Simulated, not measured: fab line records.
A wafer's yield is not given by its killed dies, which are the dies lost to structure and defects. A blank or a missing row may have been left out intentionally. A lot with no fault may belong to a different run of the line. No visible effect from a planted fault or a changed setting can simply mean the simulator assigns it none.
fab line records    flow sky130    part 2 of 2: steps 44 to 44 of 44
record lots=6  wafers=18  lastDay=49
route steps=708 shown SONOS_TUNNEL@160 SONOS_ONO@168 GATE_OXIDE@187 PAD_OPEN@708
lots with no fault: from the same line, run without faults
startH: the number of hours between the record's first day and the start of the first shown wafer of the lot    waitH: hours elapsed since this lot's preceding step    " as in the row above    L1.1+2: several wafers, shown together as one row    - no value present, or no start provided    * or withheld: withheld    < > ~ a bound
route shown NAME@n: names a module that has steps shown in the file, with the first one's number in the route    usual: mean/standard deviation taken from wafers without a fault    same: alike in all rows    chamber/n: place in a boat    sites: per-site readings    _std_site: the values' standard deviation    _edge_site: inner sites' mean taken away from outer sites' mean    radiusMm: for every site, how far away it sits from the centre of the wafer    mask NAME#n: copy n    behind: tool/chamber where the wafer was last shaped    hold: what put the lot on hold/how long, in hours/how the hold closed    device: the n, p or np transistor that did not switch    end of line: the tests these same wafers got at the end of their route    a step without rows: its recipe alone    killed: not the wafer's yield, but the dies lost to structure and defects at the first sort    map: dies across one wafer; x = killed, . = not, _ = none there
set.NAME: the run value of the setting; set.NAME@STEP: its run value at that earlier step    model.NAME: the simulator's own value behind a step, which no gauge read
lots at some steps of the route; a table a step, a row a wafer
services: a tool's chamber out of use, with start hour (startH, from the record's first day; less than 0 if before it), hours out, and reason
## steps
# step SKY_PAD_OPEN_PROBE_99
# usual killed_at_M0_to_M3=42/7.5  killed_at_M4_up=3.2/1.7  killedAtContacts=24/5.1  killedAtFrontEnd=15/4.1  killedAtOther=0.3/0.58  killedDies=85/8.9  killedOpen=46/6.4  killedShort=39/6
# same grossDies=492  killedAtBackSide=0
lot.wafer  tool       chamber  startH   waitH  killed_at_M0_to_M3  killed_at_M4_up  killedAtContacts  killedAtFrontEnd  killedAtOther  killedDies  killedOpen  killedShort  model.etest.sonosErased.driveUaUm  model.etest.sonosUncharged.rOnOhmUm  model.etest.sonosProgrammed.offLog10AUm  model.etest.capOno.gateLog10ACm2  model.etest.capOno.gateBvV  model.etest.capOno.toxAccNm  model.etest.sonosProgrammed.vtV  model.etest.sonosErased.vtV
L314.1     prober-01  -        1094.35  0.1    38                  5                22                15                0              80          47          33           178.2                              802.1                                -13.96                                   -7.797                            16.05                       12.77                        1.454                            -2.314
L314.4     prober-01  -        1094.50  0.2    49                  1                23                16                0              89          45          43           172.3                              764.4                                -13.95                                   -7.645                            15.52                       12.6                         1.591                            -2.38
L314.6     prober-01  -        1094.60  0.2    56                  4                19                16                0              95          58          37           233.2                              785.6                                -13.99                                   -7.758                            16.31                       12.72                        1.54                             -2.399
L318.1     prober-01  -        1113.69  0.1    45                  1                25                13                2              86          47          38           195.5                              799.6                                -13.94                                   -7.796                            16.21                       12.76                        1.516                            -2.335
L318.2     prober-01  -        1113.74  0.1    34                  1                28                18                1              82          35          46           206.2                              788.6                                -13.98                                   -7.937                            16.62                       12.87                        1.471                            -2.288
L318.4     prober-01  -        1113.84  0.2    34                  3                23                16                3              79          32          46           229.6                              804.2                                -14.01                                   -8.12                             16.36                       12.97                        1.365                            -2.295
L320.1     prober-01  -        1130.76  0.1    43                  8                26                18                0              95          52          42           208.2                              817                                  -13.99                                   -8.032                            16.55                       13                           1.448                            -2.263
L320.3     prober-01  -        1130.86  0.2    45                  4                30                9                 0              88          48          39           192.2                              812.6                                -13.96                                   -7.882                            16.53                       12.85                        1.474                            -2.294
L320.4     prober-01  -        1130.91  0.2    52                  5                20                22                0              99          49          48           168.2                              812.6                                -13.93                                   -8.078                            16.7                        12.94                        1.401                            -2.209
L321.1     prober-02  -        1136.04  0.1    38                  3                32                19                0              92          52          40           213.6                              791.3                                -13.98                                   -7.657                            15.9                        12.71                        1.546                            -2.403
L321.2     prober-02  -        1136.09  0.1    38                  3                40                16                0              97          53          43           161.8                              804.7                                -13.9                                    -8.023                            16.38                       12.95                        1.387                            -2.256
L321.5     prober-02  -        1136.24  0.2    41                  4                24                23                0              92          51          41           207.3                              806                                  -14                                      -7.888                            16.25                       12.83                        1.452                            -2.343
L326.1     prober-01  -        1161.35  0.1    53                  2                23                15                0              93          54          39           154.3                              825.6                                -13.01                                   -9.102                            17.06                       13.83                        0.961                            -1.783
L326.4     prober-01  -        1161.50  0.2    42                  5                27                18                0              92          43          49           115.5                              839.9                                -12.46                                   -9.423                            17.58                       14.01                        0.8499                           -1.593
L326.5     prober-01  -        1161.55  0.2    53                  4                20                11                1              89          52          37           122.3                              834.9                                -12.13                                   -9.461                            17.42                       14.04                        0.8331                           -1.616
L327.1     prober-02  -        1171.85  0.1    51                  2                23                19                0              95          48          47           119.1                              853.3                                -12.33                                   -9.217                            17.86                       13.93                        0.8334                           -1.697
L327.2     prober-02  -        1171.90  0.1    52                  1                32                16                0              101         51          50           121.5                              859.5                                -12.71                                   -9.184                            17.63                       13.91                        0.8393                           -1.731
L327.3     prober-02  -        1171.95  0.2    43                  2                14                19                0              78          35          43           131.6                              844.5                                -12.14                                   -9.292                            18.44                       13.92                        0.817                            -1.701
# killed by level:class
L314.1 CONTACT:geometricParticle:open=12 METAL1:geometricParticle:short=8 VIA1:geometricParticle:open=7 FIELD_ISO:geometricParticle:open=6 VIA1:geometricParticle:short=5 VIA3:geometricParticle:open=5 LI_CONTACT:geometricParticle:open=4 POLY_GATE:geometricParticle:short=3
L314.4 VIA1:geometricParticle:open=15 VIA1:geometricParticle:short=10 METAL1:geometricParticle:short=8 CONTACT:geometricParticle:open=7 LI_CONTACT:geometricParticle:open=7 VIA2:geometricParticle:open=5 FIELD_ISO:geometricParticle:short=4 POLY_GATE:geometricParticle:short=4
L314.6 VIA1:geometricParticle:open=18 VIA3:geometricParticle:open=8 CONTACT:geometricParticle:open=7 VIA2:geometricParticle:open=7 METAL2:geometricParticle:short=6 CONTACT:geometricParticle:short=5 METAL1:geometricParticle:short=5 FIELD_ISO:geometricParticle:short=4
L318.1 CONTACT:geometricParticle:open=9 METAL1:geometricParticle:short=8 VIA2:geometricParticle:open=7 VIA3:geometricParticle:open=6 VIA1:geometricParticle:open=6 LI_CONTACT:geometricParticle:short=5 LI_CONTACT:geometricParticle:open=5 METAL2:geometricParticle:short=5
L318.2 CONTACT:geometricParticle:short=11 VIA1:geometricParticle:open=8 VIA3:geometricParticle:open=7 FIELD_ISO:geometricParticle:short=6 LI_CONTACT:geometricParticle:short=6 LI_CONTACT:geometricParticle:open=6 METAL2:geometricParticle:short=5 CONTACT:geometricParticle:open=4
L318.4 LI_CONTACT:geometricParticle:open=11 METAL2:geometricParticle:short=8 VIA1:geometricParticle:short=7 VIA1:geometricParticle:open=6 LI_CONTACT:geometricParticle:short=5 POLY_GATE:geometricParticle:short=4 CONTACT:geometricParticle:short=4 FIELD_ISO:geometricParticle:short=3
L320.1 CONTACT:geometricParticle:open=11 VIA1:geometricParticle:open=10 LI_CONTACT:geometricParticle:open=8 FIELD_ISO:geometricParticle:short=5 CONTACT:geometricParticle:short=5 VIA2:geometricParticle:open=5 VIA3:geometricParticle:short=5 POLY_GATE:geometricParticle:open=4
L320.3 CONTACT:geometricParticle:open=13 LOCAL_INTERCONNECT:geometricParticle:short=8 VIA1:geometricParticle:open=8 METAL3:geometricParticle:short=7 VIA2:geometricParticle:open=7 CONTACT:geometricParticle:short=5 METAL1:geometricParticle:short=5 VIA3:geometricParticle:open=5
L320.4 VIA1:geometricParticle:open=15 METAL2:geometricParticle:short=8 VIA3:geometricParticle:open=7 LI_CONTACT:geometricParticle:open=6 CONTACT:geometricParticle:short=5 VIA1:geometricParticle:short=5 FIELD_ISO:geometricParticle:short=4 POLY_GATE:geometricParticle:open=4
L321.1 VIA1:geometricParticle:open=13 CONTACT:geometricParticle:open=9 LI_CONTACT:geometricParticle:open=8 LI_CONTACT:geometricParticle:short=5 CONTACT:geometricParticle:short=5 METAL2:geometricParticle:short=5 VIA3:geometricParticle:open=5 LOCAL_INTERCONNECT:geometricParticle:short=4
L321.2 CONTACT:geometricParticle:open=14 VIA1:geometricParticle:open=11 LOCAL_INTERCONNECT:geometricParticle:short=9 LI_CONTACT:geometricParticle:open=6 CONTACT:geometricParticle:short=6 VIA3:geometricParticle:open=6 METAL2:geometricParticle:short=5 FIELD_ISO:geometricParticle:open=4
L321.5 CONTACT:geometricParticle:open=16 POLY_GATE:geometricParticle:short=9 VIA3:geometricParticle:open=8 VIA2:geometricParticle:open=6 METAL3:geometricParticle:short=6 POLY_GATE:geometricParticle:open=5 METAL1:geometricParticle:short=5 LI_CONTACT:geometricParticle:open=4
L326.1 VIA1:geometricParticle:open=14 VIA3:geometricParticle:open=8 METAL2:geometricParticle:short=8 CONTACT:geometricParticle:open=8 VIA1:geometricParticle:short=8 VIA2:geometricParticle:open=7 FIELD_ISO:geometricParticle:open=5 LI_CONTACT:geometricParticle:open=5
L326.4 CONTACT:geometricParticle:open=10 VIA1:geometricParticle:open=10 VIA1:geometricParticle:short=7 LI_CONTACT:geometricParticle:open=6 VIA3:geometricParticle:short=6 LOCAL_INTERCONNECT:geometricParticle:short=5 METAL1:geometricParticle:short=5 VIA2:geometricParticle:open=5
L326.5 VIA1:geometricParticle:open=15 CONTACT:geometricParticle:open=9 VIA2:geometricParticle:open=8 VIA3:geometricParticle:open=7 VIA1:geometricParticle:short=6 METAL2:geometricParticle:short=5 VIA2:geometricParticle:short=4 METAL4:geometricParticle:short=4
L327.1 VIA1:geometricParticle:open=10 METAL2:geometricParticle:short=9 POLY_GATE:geometricParticle:open=8 CONTACT:geometricParticle:short=7 CONTACT:geometricParticle:open=7 VIA2:geometricParticle:open=7 POLY_GATE:geometricParticle:short=6 METAL1:geometricParticle:short=6
L327.2 VIA1:geometricParticle:open=13 METAL2:geometricParticle:short=10 LI_CONTACT:geometricParticle:open=9 CONTACT:geometricParticle:open=9 CONTACT:geometricParticle:short=8 POLY_GATE:geometricParticle:open=6 METAL1:geometricParticle:short=6 VIA2:geometricParticle:open=6
L327.3 METAL1:geometricParticle:short=9 VIA1:geometricParticle:open=8 VIA2:geometricParticle:open=6 FIELD_ISO:geometricParticle:open=5 POLY_GATE:geometricParticle:short=5 METAL2:geometricParticle:short=5 VIA3:geometricParticle:open=5 CONTACT:geometricParticle:short=4
## services
tool            chamber  startH  hours  kind
rieDiel-02      1        266.79  5.1    repair
plasmaAsher-02  -        284.48  5.2    repair
rieDiel-02      3        289.65  15.6   repair
rieDiel-02      3        319.69  6.6    repair
rieDiel-02      1        324.06  3.0    repair
wetBench-03     -        329.21  16.1   repair
rieDiel-02      2        334.76  9.2    repair
rieDiel-03      -        336.02  14.6   pm
plasmaAsher-03  -        342.79  1.5    repair
rieDiel-04      -        344.95  2.8    pm
plasmaAsher-04  -        349.62  0.7    repair
rieDiel-03      -        350.62  2.8    pm
rieDiel-04      0        355.40  3.1    repair
plasmaAsher-04  -        358.22  2.4    repair
rieDiel-03      3        364.22  3.0    repair
lpcvd-03        -        399.34  0.4    repair
rieDiel-03      3        409.55  6.9    repair
rieDiel-04      0        411.59  6.0    repair
rieDiel-04      2        419.45  7.6    repair
plasmaAsher-04  -        421.25  9.0    pm
lpcvd-03        -        431.98  6.1    pm
plasmaAsher-04  -        432.81  1.9    repair
rieDiel-03      0        444.40  2.9    repair
plasmaAsher-03  -        447.78  2.5    repair
## key
firstSign step=SKY_SONOS_ONO_THK_MEAS_05  reading=SONOS_ONO_CVD_04_THK  direction=up  sigmas=9  usual=5.70  struck=6.68
effect none on later readings
modelEffect step=SKY_SONOS_ONO_CVD_04  value=SiO2_of_SONOS_ONO_CVD_04.thkNm  without=5.607  struck=6.669
modelEffect step=SKY_GATE_OXIDE_CLEAN_15  value=SiO2_of_SONOS_ONO_CVD_04.thkNm  without=4.091  struck=5.153
modelEffect step=SKY_PAD_OPEN_PROBE_99  value=etest.sonosErased.driveUaUm  without=191.4  struck=127.4
metAt SKY_SONOS_ONO_CVD_04
struckWafers L326.1,L326.4,L326.5,L327.1,L327.2,L327.3
testerLeftOut L326,L327
onsetBetween 328.11 368.44
alsoFits time
fault kind=processParameterDrift  tool=lpcvd-03  chamber=-  onsetH=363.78  steps=SKY_SONOS_ONO_CVD_04  channel=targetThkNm  offset=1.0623  shape=step  endH=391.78  stated=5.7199
# testerLeftOut: of these lots the tester's yield and bins aren't shown, on N5 and GAA mostly nor the transistor test; their killed dies are dies lost to structure and defects alone, not to doping, threshold or leakage, so they don't give the yield
